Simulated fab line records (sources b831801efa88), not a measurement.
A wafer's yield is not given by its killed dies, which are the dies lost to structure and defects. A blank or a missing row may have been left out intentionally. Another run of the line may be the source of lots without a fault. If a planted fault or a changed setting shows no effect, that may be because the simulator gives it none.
Comparing a struck lot with a sound one :: flow gf180mcu :: 14 steps out of a route of 602
Sound: wafers L890.1, L890.3, L890.5. Struck: wafer L894.4 (L894.2, L894.6, from the same lot, were not struck and are left out); the cause is given at the end.
At each step with rows: each side's tool, then ch and its chambers, then its first start. Under that, the readings that differ: sound wafers :: struck wafers :: difference of the means :: sigmas: that difference in standard deviations of wafers without a fault.
alike: same words and numbers on both sides, and readings whose means sit less than 2 such deviations apart. not compared: any withheld reading, any reading some wafer has no value for, any bound like >300 that may hide the same value, and any number with overlapping values for which the record gives no deviation.
The two part at a step that has a row with sigmas, a row that says differs or no value, or rows on one side only. When numbers do not overlap yet have no deviation, they are printed without sigmas and do not part them. A reading that every wafer of one side lacks parts them only if that side has two wafers or more.

GF_PSD_RS_MEAS_15: measurement is done with a four-point probe.
  sound on film-metro-03 at day 17 21:48; struck on film-metro-02 at day 19 04:10
  alike: PSD_RS
GF_SAB_CVD_00: deposits SiO2 from TEOS, target thk 50 nm, time 4.9302 s.
  sound on pecvd-03 ch 0,1, day 17 21:55; struck on pecvd-02 ch 1, day 19 04:16
  alike: heater-power-w
GF_SAB_THK_MEAS_01:
  sound on film-metro-04 at day 17 21:56; struck on film-metro-01 at day 19 04:18
  alike: SAB_CVD_00_THK
then, 7 steps without rows for these wafers: GF_SAB_DEHYDRATE_02 (time 60 s); GF_SAB_HMDS_03 (prime time 60 s); GF_SAB_COAT_04 (resist thk 1000 nm); GF_SAB_SOFTBAKE_05 (time 60 s); GF_SAB_EXPOSE_06 (exposes mask SAB, target cd 420 nm); GF_SAB_PEB_07; GF_SAB_DEVELOP_08 (develop time 60 s).
GF_SAB_CD_MEAS_09: target cd 420 nm.
  sound on cd-sem-01 at day 18 21:12; struck on cd-sem-01 at day 20 04:57
reading: cd-nm (nm)
sound: 420.2 419.9 419.2
struck: 424.6
difference: +4.8
sigmas: +2
GF_SAB_OVL_MEAS_10:
  sound on overlay-02 at day 18 21:19; struck on overlay-02 at day 20 05:04
  alike: SAB_OVL
GF_SAB_ETCH_11: etches SiO2 in C4F8/O2/Ar, target depth 55 nm, time 8.5 s.
  sound on rie-diel-04 ch 0,1, day 18 21:22; struck on rie-diel-04 ch 1, day 20 05:05
reading: oes-product-au (a.u.)
sound: 0.988 0.992 0.998
struck: 0.956
difference: -0.037
sigmas: -3

reading: rf-fwd-power-W (W)
sound: 1468 1468 1469
struck: 1227
difference: -241
sigmas: -29

reading: model.etch.depth-nm (nm)
sound: 54.56 54.71 54.58
struck: 51.05
difference: -3.57
sigmas: 

reading: model.SAB.feature-depth-nm (nm)
sound: 54.56 54.71 54.58
struck: 51.05
difference: -3.57
sigmas: 
  not compared: rf-hours-counter-h
then, 1 step without rows for these wafers: GF_SAB_WET_ETCH_12 (etches SiO2 in dHF, target depth 22 nm, time 440 s).

== WHERE THEY PART ==
Last at GF_SAB_ETCH_11 as far as this record goes, first at GF_SAB_CD_MEAS_09.

WHY: what the simulator had put in
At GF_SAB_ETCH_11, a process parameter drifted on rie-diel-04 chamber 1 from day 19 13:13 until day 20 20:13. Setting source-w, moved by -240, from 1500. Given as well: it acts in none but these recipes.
